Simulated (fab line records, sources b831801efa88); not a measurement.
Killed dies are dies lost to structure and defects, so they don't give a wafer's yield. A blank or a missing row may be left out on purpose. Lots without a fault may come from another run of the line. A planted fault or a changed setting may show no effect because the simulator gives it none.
A struck lot beside a sound one | flow sky130 | 15 steps out of a route of 708
Sound: wafers L713.3, L713.4, L713.5. Struck: wafers L727.1, L727.3, L727.6. The cause comes at the end.
At each step with rows: each side's tool, then ch and its chambers, then its first start. Under that, the readings that differ: sound wafers | struck wafers | difference of the means | sigmas: that difference in standard deviations of wafers without a fault.
alike: readings whose means differ by less than 2 such deviations, and words and numbers that are the same on both sides. not compared: withheld readings, readings that some wafer has no value for, bounds like >300 that may hide the same value, and numbers for which the record gives no deviation and whose values overlap.
The two part at a step that has a row with sigmas, a row that says differs or no value, or rows on one side only. Numbers that don't overlap but have no deviation are shown without sigmas and don't part them. A reading that every wafer of one side lacks parts them only if that side has two wafers or more.

SKY_NWELL_TW_MEAS_26:
  sound on film_metro-02, day 5 22:33; struck on film_metro-01, day 9 10:32
  alike: NWELL_2_TW
then, 1 step without rows for these wafers: SKY_NWELL_CLEAN_27 (cleans in SC1/SC2, time 150 s).
SKY_NWELL_RTA_28: time 30 s.
  sound on rtp_anneal-01 ch 0, day 5 22:41; struck on rtp_anneal-02 ch 0, day 9 10:39
  alike: lamp_power_pct, wafer_temp_C_max
SKY_NWELL_RS_MEAS_29: measures by four-point-probe.
  sound on film_metro-01, day 5 22:47; struck on film_metro-02, day 9 10:45
  alike: NWELL_RS
SKY_NWELL_RS_MEAS_31: measures by four-point-probe.
  sound on film_metro-01, day 5 23:01; struck on film_metro-02, day 9 10:59
  alike: PWDE_RS
then, 6 steps without rows for these wafers: SKY_VT_ADJUST_HVTP_DEHYDRATE_00 (time 60 s); SKY_VT_ADJUST_HVTP_HMDS_01 (prime time 60 s); SKY_VT_ADJUST_HVTP_COAT_02 (resist thk 1140 nm); SKY_VT_ADJUST_HVTP_SOFTBAKE_03 (time 60 s); SKY_VT_ADJUST_HVTP_EXPOSE_04 (exposes mask HVTPM, target cd 380 nm); SKY_VT_ADJUST_HVTP_PEB_05.
SKY_VT_ADJUST_HVTP_DEVELOP_06: develop time 60 s.
  sound on litho_track-04 ch 0, day 6 16:47; struck on litho_track-04 ch 0, day 10 08:32
  reading              | sound             | struck            | difference | sigmas
  developer_temp_C (C) | 23.05 23.08 22.98 | 25.25 25.08 25.19 | +2.14      | +19
SKY_VT_ADJUST_HVTP_CD_MEAS_07: target cd 380 nm.
  sound on cd_sem-01, day 6 16:56; struck on cd_sem-01, day 10 08:58
  reading    | sound             | struck            | difference | sigmas
  cd_nm (nm) | 381.7 382.3 377.3 | 372.2 372.1 370.9 | -8.7       | -4
  not compared: hold
SKY_VT_ADJUST_HVTP_OVL_MEAS_08:
  sound on overlay-02, day 6 17:01; struck on overlay-02, day 10 10:52
  reading | sound | struck                                                                     | difference                   | sigmas
  hold    | - - - | await_dispo/1.8h/release await_dispo/1.8h/release await_dispo/1.8h/release | no value on the sound wafers |
  alike: VT_ADJUST_HVTP_OVL
-- the record jumps here: 39 days lie between the struck wafers' starts before and after (it left off in module VT_ADJUST_HVTP and takes up again in module PAD_OPEN, whose first step shown is number 708 of the route) --
SKY_PAD_OPEN_PROBE_99:
  the record has rows for the struck wafers here (prober-02, day 49 12:20) and none for the sound ones

WHERE THEY PART
First at SKY_VT_ADJUST_HVTP_DEVELOP_06; last, within this record, at SKY_PAD_OPEN_PROBE_99.

WHY: what the simulator had put in
Process parameter drift: litho_track-04, from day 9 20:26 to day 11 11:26, at SKY_VT_ADJUST_HVTP_DEVELOP_06. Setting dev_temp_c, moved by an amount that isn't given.
